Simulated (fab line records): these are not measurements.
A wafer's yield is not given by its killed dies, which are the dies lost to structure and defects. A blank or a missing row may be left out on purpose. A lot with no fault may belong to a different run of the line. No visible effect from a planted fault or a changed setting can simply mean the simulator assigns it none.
A lot that was struck, set against a sound lot	flow sky130	43 out of 708 route steps
Sound: the wafers L816.2, L816.3, L816.4. Wafers struck: L826.2, L826.4, L826.5. At the end, the cause is stated.
Per side, at each step with rows, come the tool, then ch with its chambers, and then its first start. Under that, the readings that differ: sound wafers	struck wafers	difference of the means	sigmas: that difference in standard deviations of wafers without a fault.
alike: same words and numbers on both sides, and readings whose means sit less than 2 such deviations apart. not compared: any withheld reading, any reading some wafer has no value for, any bound like >300 that may hide the same value, and any number with overlapping values for which the record gives no deviation.
A row with sigmas, a row that says differs or no value, or rows on one side alone: a step with any of these is where the two part. Non-overlapping numbers with no deviation appear without sigmas and do not part them. A reading missing from all wafers of one side parts the sides only when that side holds two or more wafers.

SKY_VIA4_STRIP_13: strips in O2/N2.
  sound on plasmaAsher-02 ch 0,1, day 44 01:46; struck on plasmaAsher-03 ch 0,1, day 46 17:50
  alike: drypumpMotorCurrentA, n2FlowSccm, oesProductAu, stripTimeToEndpointS
  not compared: rfHoursCounterH
then, 4 steps without rows for these wafers: SKY_VIA4_STRIP_14 (strips in post etch residue remover, time 1200 s); SKY_VIA4_CLEAN_15 (cleans in IPA, time 180 s); SKY_VIA4_CLEAN_16 (cleans in O3/DIW); SKY_VIA4_SPUTTER_17 (material TiN, target thk 20 nm, time 80 s).
SKY_VIA4_CVD_18: deposits W, target thk 505 nm, time 152.14 s.
  sound on cvdW-01 ch 0,1, day 44 02:26; struck on cvdW-01 ch 0,1, day 46 18:55
  alike: heaterPowerW
SKY_VIA4_RS_MEAS_19: measures by four-point-probe.
  sound on filmMetro-01, day 44 02:36; struck on filmMetro-02, day 46 19:05
  alike: VIA4_W_RS
SKY_VIA4_THK_MEAS_20: measures by xrf.
  sound on filmMetro-01, day 44 02:43; struck on filmMetro-02, day 46 19:11
  alike: VIA4_W_THK
then, 4 steps without rows for these wafers: SKY_VIA4_CMP_21 (polishes, stops on SiO2, t overpolish 25 s, target thk 0 nm); SKY_METAL5_SPUTTER_00 (material Ti, target thk 15 nm, time 10 s); SKY_METAL5_SPUTTER_01 (material TiN, target thk 20 nm, time 16.7 s); SKY_METAL5_SPUTTER_02 (material AlCu, target thk 1150 nm, time 61.2 s).
SKY_METAL5_SPUTTER_03: material Ti, target thk 5 nm, time 3.3 s.
  sound on pvdSputter-02, day 44 03:10; struck on pvdSputter-03, day 46 19:38
  alike: cathodeDcPowerW, throttleValvePct
SKY_METAL5_SPUTTER_04: material TiN, target thk 70 nm, time 58.3 s.
  sound on pvdSputter-02, day 44 03:11; struck on pvdSputter-03, day 46 19:40
  alike: cathodeDcPowerW, throttleValvePct
SKY_METAL5_RS_MEAS_05: measures by four-point-probe.
  sound on filmMetro-03, day 44 03:15; struck on filmMetro-03, day 46 19:44
  alike: METAL5_ALCU_RS
SKY_METAL5_THK_MEAS_06: measures by xrf.
  sound on filmMetro-03, day 44 03:22; struck on filmMetro-03, day 46 19:50
  alike: METAL5_ALCU_THK
then, 9 steps without rows for these wafers: SKY_METAL5_DEHYDRATE_07 (time 60 s); SKY_METAL5_HMDS_08 (prime time 60 s); SKY_METAL5_COAT_09 (resist thk 1800 nm); SKY_METAL5_SOFTBAKE_10 (time 60 s); SKY_METAL5_EXPOSE_11 (exposes mask MM5, target cd 1600 nm); SKY_METAL5_PEB_12; SKY_METAL5_DEVELOP_13 (develop time 60 s); SKY_METAL5_DESCUM_14 (chemistry O2, time 11 s); SKY_METAL5_METAL_ETCH_15 (etches the open film in Cl2/BCl3, stops on SiO2, target depth 1260 nm, time 252 s).
SKY_METAL5_STRIP_16: strips in O2/N2.
  sound on plasmaAsher-04 ch 0,1, day 45 01:05; struck on plasmaAsher-02 ch 0,1, day 47 16:03
reading	sound	struck	difference	sigmas
drypumpMotorCurrentA (A)	5.26 5.27 5.53	6.05 6.03 6.03	+0.68	+2
  alike: n2FlowSccm, oesProductAu, stripTimeToEndpointS
  not compared: rfHoursCounterH
then, 4 steps without rows for these wafers: SKY_METAL5_STRIP_17 (strips in post etch residue remover, time 1200 s); SKY_METAL5_CLEAN_18 (cleans in IPA, time 180 s); SKY_METAL5_CLEAN_19 (cleans in O3/DIW); SKY_PASSIVATION_CVD_00 (deposits SiO2, target thk 90 nm).
SKY_PASSIVATION_THK_MEAS_01:
  sound on filmMetro-03, day 45 01:44; struck on filmMetro-02, day 47 17:08
  alike: PASSIVATION_CVD_00_THK
then, 1 step without rows for these wafers: SKY_PASSIVATION_CVD_02 (deposits Si3N4, target thk 540 nm).
SKY_PASSIVATION_THK_MEAS_03:
  sound on filmMetro-02, day 45 02:01; struck on filmMetro-03, day 47 17:25
  alike: PASSIVATION_CVD_02_THK
then, 7 steps without rows for these wafers: SKY_PASSIVATION_DEHYDRATE_04 (time 60 s); SKY_PASSIVATION_HMDS_05 (prime time 60 s); SKY_PASSIVATION_COAT_06 (resist thk 3000 nm); SKY_PASSIVATION_SOFTBAKE_07; SKY_PASSIVATION_EXPOSE_08 (exposes mask NSM, target cd 3000 nm); SKY_PASSIVATION_PEB_09; SKY_PASSIVATION_DEVELOP_10 (develop time 60 s).
SKY_PASSIVATION_ETCH_11: etches the open film in CF4/O2, stops on AlCu, target depth 725 nm, time 161.1 s.
  sound on rieDiel-02 ch 0,1,3, day 45 22:59; struck on rieDiel-02 ch 0,2, day 48 11:43
  alike: drypumpMotorCurrentA, oesProductAu, throttleValvePct
  not compared: rfHoursCounterH
then, 1 step without rows for these wafers: SKY_PASSIVATION_STRIP_12 (strips in O2/N2).
SKY_PAD_OPEN_PROBE_99:
  sound on prober-02, day 46 22:11; struck on prober-02, day 49 04:30
reading	sound	struck	difference	sigmas
defectLimitedYield (%)	84.1 84.1 80.3	74.2 77.0 77.6	-6.6	-4
killed_at_M4_up	2 8 5	37 46 42	+37	+22
killedDies	78 78 97	127 113 110	+32	+4
sort_bin_3_pad_short (%)	0.6 1.2 1.8	3.9 2.8 2.8	+2.0	+4
sort_bin_5_function (%)	9.3 9.1 10.4	14.2 14.2 12.8	+4.1	+3
sortNPass	414 414 395	365 379 382	-32	-4
sortYieldPct (%)	84.1 84.1 80.3	74.2 77.0 77.6	-6.6	-4
model.etest.tester.sortNPass	414 414 395	365 379 382	-32	
model.etest.tester.sortYieldPct (%)	84.15 84.15 80.28	74.19 77.03 77.64	-6.57	
model.etest.tester.sort_bin_5_pct (%)	9.35 9.146 10.37	14.23 14.23 12.8	+4.13	
model.etest.tester.sort_bin_3_pct (%)	0.6098 1.22 1.829	3.862 2.846 2.846	+1.965	
  alike: killed_at_M0_to_M3, killedAtContacts, killedAtFrontEnd, killedAtOther, killedOpen, killedShort, sort_bin_6_memory

WHERE THEY PART
First at SKY_METAL5_STRIP_16; last, within this record, at SKY_PAD_OPEN_PROBE_99.

WHY: whatever the simulator had introduced
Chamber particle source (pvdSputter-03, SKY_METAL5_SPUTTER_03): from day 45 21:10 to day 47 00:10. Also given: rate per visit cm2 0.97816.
